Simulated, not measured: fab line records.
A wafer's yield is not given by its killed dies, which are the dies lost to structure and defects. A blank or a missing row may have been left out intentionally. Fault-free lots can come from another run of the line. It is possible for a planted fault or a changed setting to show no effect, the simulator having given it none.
Which tool was responsible? + flow sky130 + 13 lots with 39 wafers sampled at 5 steps, on a route of 708 steps

== WHAT THE GAUGES READ, wafer by wafer ==
SKY_VT_ADJUST_NCORE_OVL_MEAS_08. Usual: VT_ADJUST_NCORE_OVL -0.8 nm, standard deviation 1.5.
| lot  | measured     | on         | VT_ADJUST_NCORE_OVL (nm) | flag |
|------|--------------|------------|--------------------------|------|
| L384 | day 8 13:08  | overlay-01 | 0.1 0.0 0.2              |      |
| L386 | day 9 00:38  | overlay-01 | -2.4 -3.2 -1.6           |      |
| L387 | day 9 03:19  | overlay-01 | -1.7 -1.1 -2.1           |      |
| L388 | day 9 10:08  | overlay-02 | 0.2 0.5 -0.1             |      |
| L389 | day 10 22:53 | overlay-01 | -0.9 2.4 -1.3            |      |
| L390 | day 11 02:55 | overlay-02 | -2.1 -1.4 -1.5           |      |
| L394 | day 11 11:20 | overlay-02 | -0.1 -0.7 -0.6           |      |
| L393 | day 11 12:32 | overlay-02 | 0.0 -1.4 -2.4            |      |
| L402 | day 14 07:41 | overlay-02 | -0.5 -2.8 0.8            |      |
| L403 | day 14 22:19 | overlay-02 | -0.6 -1.1 -0.3           |      |
| L404 | day 15 06:19 | overlay-02 | -1.3 -2.2 -0.6           |      |
| L405 | day 15 09:38 | overlay-01 | -2.5 -1.1 -2.2           |      |
| L407 | day 15 14:35 | overlay-01 | -1.8 -0.5 1.6            |      |

SKY_SONOS_TUNNEL_CD_MEAS_07 targets a cd of 410 nm. Usual: cd_nm reads 410.0 nm (standard deviation 2.4).
| lot  | measured     | on        | cd_nm (nm)        | flag |
|------|--------------|-----------|-------------------|------|
| L384 | day 11 09:02 | cd_sem-01 | 407.9 405.8 406.2 |      |
| L386 | day 11 22:19 | cd_sem-01 | 409.9 410.0 411.9 |      |
| L387 | day 12 00:46 | cd_sem-02 | 408.1 410.3 408.8 |      |
| L388 | day 12 08:13 | cd_sem-01 | 414.5 412.7 410.6 |      |
| L389 | day 14 01:23 | cd_sem-02 | 409.6 411.4 410.0 |      |
| L390 | day 14 06:40 | cd_sem-02 | 408.6 407.8 408.4 |      |
| L394 | day 14 16:40 | cd_sem-02 | 404.8 406.2 406.0 |      |
| L393 | day 14 17:40 | cd_sem-02 | 410.2 409.6 410.8 |      |
| L402 | day 17 19:39 | cd_sem-02 | 409.3 408.2 411.1 |      |
| L403 | day 18 11:11 | cd_sem-01 | 406.9 410.0 408.9 |      |
| L404 | day 18 20:25 | cd_sem-01 | 406.4 406.3 406.6 |      |
| L405 | day 19 00:48 | cd_sem-01 | 409.4 411.1 411.1 |      |
| L407 | day 19 06:10 | cd_sem-02 | 411.7 412.3 411.0 |      |

SKY_GATE_OXIDE_TW_MEAS_14. Usual: GATE_OXIDE_TW 223.1, standard deviation 1.
| lot  | measured     | on            | GATE_OXIDE_TW     | flag |
|------|--------------|---------------|-------------------|------|
| L384 | day 13 18:49 | film_metro-02 | 223.3 224.3 224.3 |      |
| L386 | day 14 08:34 | film_metro-02 | 222.9 224.4 224.5 |      |
| L387 | day 14 13:23 | film_metro-01 | 222.4 222.5 221.8 |      |
| L388 | day 14 20:25 | film_metro-01 | 222.4 222.3 221.4 |      |
| L389 | day 16 14:40 | film_metro-02 | 223.5 222.6 224.3 |      |
| L390 | day 16 21:40 | film_metro-01 | 223.4 221.8 223.0 |      |
| L394 | day 17 06:03 | film_metro-02 | 198.3 197.5 197.0 | OFF  |
| L393 | day 17 10:17 | film_metro-01 | 195.4 195.1 196.4 | OFF  |
| L402 | day 20 17:19 | film_metro-01 | 223.5 224.3 222.8 |      |
| L403 | day 21 13:55 | film_metro-03 | 221.2 223.0 223.6 |      |
| L404 | day 21 23:35 | film_metro-02 | 224.4 224.7 223.3 |      |
| L405 | day 21 23:41 | film_metro-03 | 222.5 222.1 222.5 |      |
| L407 | day 22 12:18 | film_metro-01 | 224.0 222.8 221.5 |      |

SKY_POLY_GATE_THK_MEAS_01. Usual: POLY_GATE_CVD_00_THK 179.2 nm, standard deviation 1.8.
| lot  | measured     | on            | POLY_GATE_CVD_00_THK (nm) | flag |
|------|--------------|---------------|---------------------------|------|
| L384 | day 13 23:28 | film_metro-04 | 182.6 182.3 182.3         |      |
| L386 | day 14 12:33 | film_metro-02 | 180.4 179.3 179.5         |      |
| L387 | day 14 16:59 | film_metro-03 | 179.0 180.7 179.6         |      |
| L388 | day 15 00:06 | film_metro-04 | 180.7 181.7 180.7         |      |
| L389 | day 16 18:40 | film_metro-04 | 180.4 180.9 180.2         |      |
| L390 | day 17 01:34 | film_metro-02 | 182.8 181.5 180.6         |      |
| L394 | day 17 10:20 | film_metro-04 | 178.4 178.7 178.4         |      |
| L393 | day 17 13:15 | film_metro-02 | 179.7 179.6 181.4         |      |
| L402 | day 21 00:20 | film_metro-04 | 180.5 179.9 179.9         |      |
| L403 | day 21 16:46 | film_metro-04 | 180.2 179.8 179.7         |      |
| L404 | day 22 03:02 | film_metro-03 | 177.1 176.1 178.3         |      |
| L405 | day 22 04:51 | film_metro-03 | 176.7 176.4 176.2         |      |
| L407 | day 22 16:01 | film_metro-04 | 174.6 173.6 175.4         |      |

== WHICH TOOL RAN EACH LOT (tool, then ch and the chambers of the sampled wafers, then the start) ==
| lot  | SKY_GATE_OXIDE_IMPLANT_11       |
|------|---------------------------------|
| L384 | implanter-03 ch 0, day 13 18:29 |
| L386 | implanter-02 ch 0, day 14 08:13 |
| L387 | implanter-04 ch 0, day 14 13:02 |
| L388 | implanter-04 ch 0, day 14 20:04 |
| L389 | implanter-04 ch 0, day 16 14:20 |
| L390 | implanter-03 ch 0, day 16 21:19 |
| L394 | implanter-04 ch 0, day 17 05:42 |
| L393 | implanter-04 ch 0, day 17 09:56 |
| L402 | implanter-03 ch 0, day 20 16:59 |
| L403 | implanter-04 ch 0, day 21 13:35 |
| L404 | implanter-02 ch 0, day 21 23:14 |
| L405 | implanter-03 ch 0, day 21 23:20 |
| L407 | implanter-04 ch 0, day 22 11:56 |
- SKY_GATE_OXIDE_IMPLANT_11

== WHAT THE TOOLS THEMSELVES READ (means of the sampled wafers that have a number; where no wafer has one, the mark that the record gives instead) ==
SKY_GATE_OXIDE_IMPLANT_11. Usual: dose_ions_cm2 2.5999e+12, standard deviation 2.7e+09; faraday_current_uA 14.59, standard deviation 0.28.
| lot  | tool         | dose_ions_cm2 | faraday_current_uA | flag |
|------|--------------|---------------|--------------------|------|
| L384 | implanter-03 | 2.5981e+12    | 14.56              |      |
| L386 | implanter-02 | 2.6022e+12    | 14.78              |      |
| L387 | implanter-04 | 2.5996e+12    | 14.63              |      |
| L388 | implanter-04 | 2.5988e+12    | 14.50              |      |
| L389 | implanter-04 | 2.5987e+12    | 14.83              |      |
| L390 | implanter-03 | 2.5982e+12    | 14.55              |      |
| L394 | implanter-04 | 1.6250e+12    | 9.15               | OFF  |
| L393 | implanter-04 | 1.6229e+12    | 9.03               | OFF  |
| L402 | implanter-03 | 2.6012e+12    | 14.61              |      |
| L403 | implanter-04 | 2.6000e+12    | 14.39              |      |
| L404 | implanter-02 | 2.6034e+12    | 14.22              |      |
| L405 | implanter-03 | 2.5975e+12    | 14.71              |      |
| L407 | implanter-04 | 2.5990e+12    | 14.73              |      |

== THE ANSWER, worked out from the rows above alone ==
Rule: take the mean of a lot's wafers that have a number; if it is more than 3 standard deviations from the usual mean, the lot is off. A lot without any number at a reading at which 4 lots or more have one is off too. The other lots that the step has rows for count as sound. First the gauges in route order, then the tools' own readings, where a lot's mean is used as printed above. At the first step where some lot is off, the reading lying furthest off is the one used; lots without a number count as furthest.
Off: at SKY_GATE_OXIDE_TW_MEAS_14 (GATE_OXIDE_TW), L394, L393.
If a tool, at a process step before that reading, ran all the lots that are off and no sound lot after the first of them, it fits. The gauges at SKY_GATE_OXIDE_TW_MEAS_14 aren't tried: what is off there is off at SKY_GATE_OXIDE_IMPLANT_11 too, on other tools, and a gauge's error can't cause that. None of those tried fits.

== WHAT THE SIMULATOR HAD INSERTED ==
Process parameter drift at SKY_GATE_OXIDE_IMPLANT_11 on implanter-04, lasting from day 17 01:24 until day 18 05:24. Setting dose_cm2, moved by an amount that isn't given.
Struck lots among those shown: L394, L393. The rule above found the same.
